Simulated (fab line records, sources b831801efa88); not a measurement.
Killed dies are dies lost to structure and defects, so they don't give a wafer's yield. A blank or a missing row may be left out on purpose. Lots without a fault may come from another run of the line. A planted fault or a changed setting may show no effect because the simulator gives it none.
Which tool did it? | flow gf180mcu | 10 lots, 30 wafers sampled, at 5 steps of a route of 602

WHAT THE GAUGES READ, wafer by wafer
GF_V2_RS_MEAS_24: measures by four-point-probe.
lot  | measured     | on            | V2_W_RS (ohm/sq)
L353 | day 21 12:51 | film_metro-02 | 0.326 0.324 0.328
L354 | day 21 23:25 | film_metro-03 | 0.323 0.324 0.326
L356 | day 22 18:55 | film_metro-03 | 0.327 0.328 0.331
L360 | day 24 07:23 | film_metro-03 | 0.296 0.294 0.297
L362 | day 24 21:52 | film_metro-03 | 0.293 0.290 0.291
L363 | day 25 03:05 | film_metro-04 | 0.329 0.328 0.322
L365 | day 25 20:52 | film_metro-02 | 0.327 0.327 0.323
L371 | day 27 13:04 | film_metro-02 | 0.327 0.326 0.327
L372 | day 27 22:21 | film_metro-03 | 0.332 0.329 0.330
L373 | day 28 02:03 | film_metro-04 | 0.328 0.326 0.330

WHICH TOOL RAN EACH LOT (tool, then ch and the chambers of the sampled wafers, then the start)
lot  | GF_M2_METAL_ETCH_16               | GF_V2_ETCH_16                      | GF_V2_STRIP_18                       | GF_V2_CVD_23
L353 | rie_metal-04 ch 0,1, day 20 10:35 | rie_diel-04 ch 0,3, day 21 11:50   | plasma_asher-04 ch 0,1, day 21 11:59 | cvd_w-01 ch 0,1, day 21 12:44
L354 | rie_metal-04 ch 0,1, day 20 21:25 | rie_diel-02 ch 0,1,3, day 21 22:29 | plasma_asher-01 ch 0,1, day 21 22:36 | cvd_w-01 ch 0,1, day 21 23:19
L356 | rie_metal-04 ch 0,1, day 21 16:46 | rie_diel-04 ch 0,2,3, day 22 18:02 | plasma_asher-01 ch 0,1, day 22 18:10 | cvd_w-01 ch 0,1, day 22 18:48
L360 | rie_metal-02 ch 0,1, day 23 06:35 | rie_diel-04 ch 1,2,3, day 24 06:25 | plasma_asher-01 ch 0,1, day 24 06:33 | cvd_w-01 ch 0,1, day 24 07:17
L362 | rie_metal-01 ch 0,1, day 23 21:31 | rie_diel-02 ch 0,1, day 24 20:55   | plasma_asher-04 ch 0,1, day 24 21:03 | cvd_w-01 ch 0,1, day 24 21:46
L363 | rie_metal-01 ch 0,1, day 24 03:01 | rie_diel-02 ch 0,1,2, day 25 02:10 | plasma_asher-04 ch 0,1, day 25 02:18 | cvd_w-02 ch 0,1, day 25 02:58
L365 | rie_metal-04 ch 0,1, day 24 20:20 | rie_diel-04 ch 1,2,3, day 25 19:56 | plasma_asher-02 ch 0,1, day 25 20:06 | cvd_w-02 ch 0,1, day 25 20:45
L371 | rie_metal-04 ch 1, day 26 14:03   | rie_diel-03 ch 0,1,2, day 27 11:47 | plasma_asher-02 ch 0,1, day 27 11:55 | cvd_w-02 ch 0,1, day 27 12:57
L372 | rie_metal-04 ch 1, day 26 23:30   | rie_diel-04 ch 0,2, day 27 21:28   | plasma_asher-01 ch 0,1, day 27 21:36 | cvd_w-01 ch 1, day 27 22:14
L373 | rie_metal-04 ch 1, day 27 02:52   | rie_diel-03 ch 0,1, day 28 00:43   | plasma_asher-01 ch 0,1, day 28 00:53 | cvd_w-01 ch 0,1, day 28 01:56
- GF_M2_METAL_ETCH_16: etches the open film in Cl2/BCl3, stops on SiO2, target depth 627.5 nm, time 104.6 s.
- GF_V2_ETCH_16: etches BARC in N2/H2.
- GF_V2_STRIP_18: strips in O2/N2.
- GF_V2_CVD_23: deposits W, target thk 350 nm, time 104.94 s.

THE ANSWER, worked out from the rows above alone
Rule: what is usual is taken from the lots themselves. Put in order of their means at a reading, lots are off if they are a third of the lots or fewer, leave a main group of 4 or more, and stand apart from it by a gap of 3 or more times the standard deviation of the main group's means; of several such gaps the widest counts. A main group whose means are all the same, to the digits that the tables above print for the reading, isn't used. A lot without any number at a reading at which 4 lots or more have one is off too. The other lots that the step has rows for count as sound.
Off: L360, L362, at GF_V2_RS_MEAS_24 (V2_W_RS). The main group: mean 0.327 ohm/sq, standard deviation 0.0018.
A tool fits if, at a process step before that reading, it ran every lot that is off, and no sound lot after the first of them. The gauges at GF_V2_RS_MEAS_24 are tried like those tools. None of those tried fits.

WHAT THE SIMULATOR HAD PUT IN
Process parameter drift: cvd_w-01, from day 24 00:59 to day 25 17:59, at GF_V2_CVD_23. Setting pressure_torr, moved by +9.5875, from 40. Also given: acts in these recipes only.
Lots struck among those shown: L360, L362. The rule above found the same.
